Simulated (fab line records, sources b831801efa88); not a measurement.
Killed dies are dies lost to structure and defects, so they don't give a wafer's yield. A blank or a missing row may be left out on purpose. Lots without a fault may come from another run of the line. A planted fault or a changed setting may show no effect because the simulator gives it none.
Which tool did it? | flow sky130 | 12 lots, 36 wafers sampled, at 2 steps of a route of 708

WHAT THE GAUGES READ, wafer by wafer
SKY_METAL4_OVL_MEAS_14.
lot  | measured     | on         | METAL4_OVL (nm)
L114 | day 42 12:42 | overlay-02 | 0 -2 -4
L115 | day 43 01:30 | overlay-01 | -4 0 2
L116 | day 43 04:25 | overlay-01 | 1 -9 0
L119 | day 44 09:11 | overlay-01 | -2 4 0
L121 | day 44 11:36 | overlay-01 | -6 -2 -4
L120 | day 44 14:37 | overlay-01 | -2 -1 0
L122 | day 44 20:40 | overlay-01 | -2 1 3
L123 | day 45 03:09 | overlay-01 | -7 0 -3
L128 | day 46 00:40 | overlay-01 | 4 6 5
L133 | day 47 00:05 | overlay-01 | -4 -4 -2
L136 | day 47 17:39 | overlay-02 | -5 1 -3
L135 | day 47 18:32 | overlay-01 | -1 3 2

WHICH TOOL RAN EACH LOT (tool, then ch and the chambers of the sampled wafers, then the start)
lot  | SKY_CAP2M_SPUTTER_02
L114 | pvd_sputter-02, day 40 11:37
L115 | pvd_sputter-01, day 41 02:25
L116 | pvd_sputter-02, day 41 03:58
L119 | pvd_sputter-01, day 42 12:01
L121 | pvd_sputter-03, day 42 12:55
L120 | pvd_sputter-03, day 42 16:49
L122 | pvd_sputter-01, day 42 23:14
L123 | pvd_sputter-03, day 43 07:52
L128 | pvd_sputter-02, day 44 04:35
L133 | pvd_sputter-02, day 45 05:13
L136 | pvd_sputter-02, day 45 23:25
L135 | pvd_sputter-02, day 46 01:10
- SKY_CAP2M_SPUTTER_02: material TiN, target thk 200 nm, time 166.7 s.

WHAT THE TOOLS THEMSELVES READ (means of the sampled wafers that have a number; where no wafer has one, the mark that the record gives instead)
SKY_CAP2M_SPUTTER_02.
lot  | tool           | substrate_temp_c (C) | throttle_valve_pct (%)
L114 | pvd_sputter-02 | 299.90               | 28.8
L115 | pvd_sputter-01 | 299.97               | 30.3
L116 | pvd_sputter-02 | 300.00               | 29.9
L119 | pvd_sputter-01 | 299.96               | 30.3
L121 | pvd_sputter-03 | 300.03               | 29.2
L120 | pvd_sputter-03 | 300.13               | 30.7
L122 | pvd_sputter-01 | 300.06               | 30.6
L123 | pvd_sputter-03 | 300.04               | 29.8
L128 | pvd_sputter-02 | 299.78               | 29.7
L133 | pvd_sputter-02 | 299.90               | 29.4
L136 | pvd_sputter-02 | 300.10               | 30.3
L135 | pvd_sputter-02 | 299.94               | 29.4

THE ANSWER, worked out from the rows above alone
Rule: what is usual is taken from the lots themselves. Put in order of their means at a reading, lots are off if they are a third of the lots or fewer, leave a main group of 4 or more, and stand apart from it by a gap of 3 or more times the standard deviation of the main group's means; of several such gaps the widest counts. A main group whose means are all the same, to the digits that the tables above print for the reading, isn't used. A lot without any number at a reading at which 4 lots or more have one is off too. The other lots that the step has rows for count as sound. The gauges are gone through in route order, then the tools' own readings, and for those a lot's mean is taken as printed above. The first step at which some lot is off is used, and at that step the reading that is off furthest; a lot without a number counts as furthest.
No lot is off at any reading shown: from this, nothing can be told.

WHAT THE SIMULATOR HAD PUT IN
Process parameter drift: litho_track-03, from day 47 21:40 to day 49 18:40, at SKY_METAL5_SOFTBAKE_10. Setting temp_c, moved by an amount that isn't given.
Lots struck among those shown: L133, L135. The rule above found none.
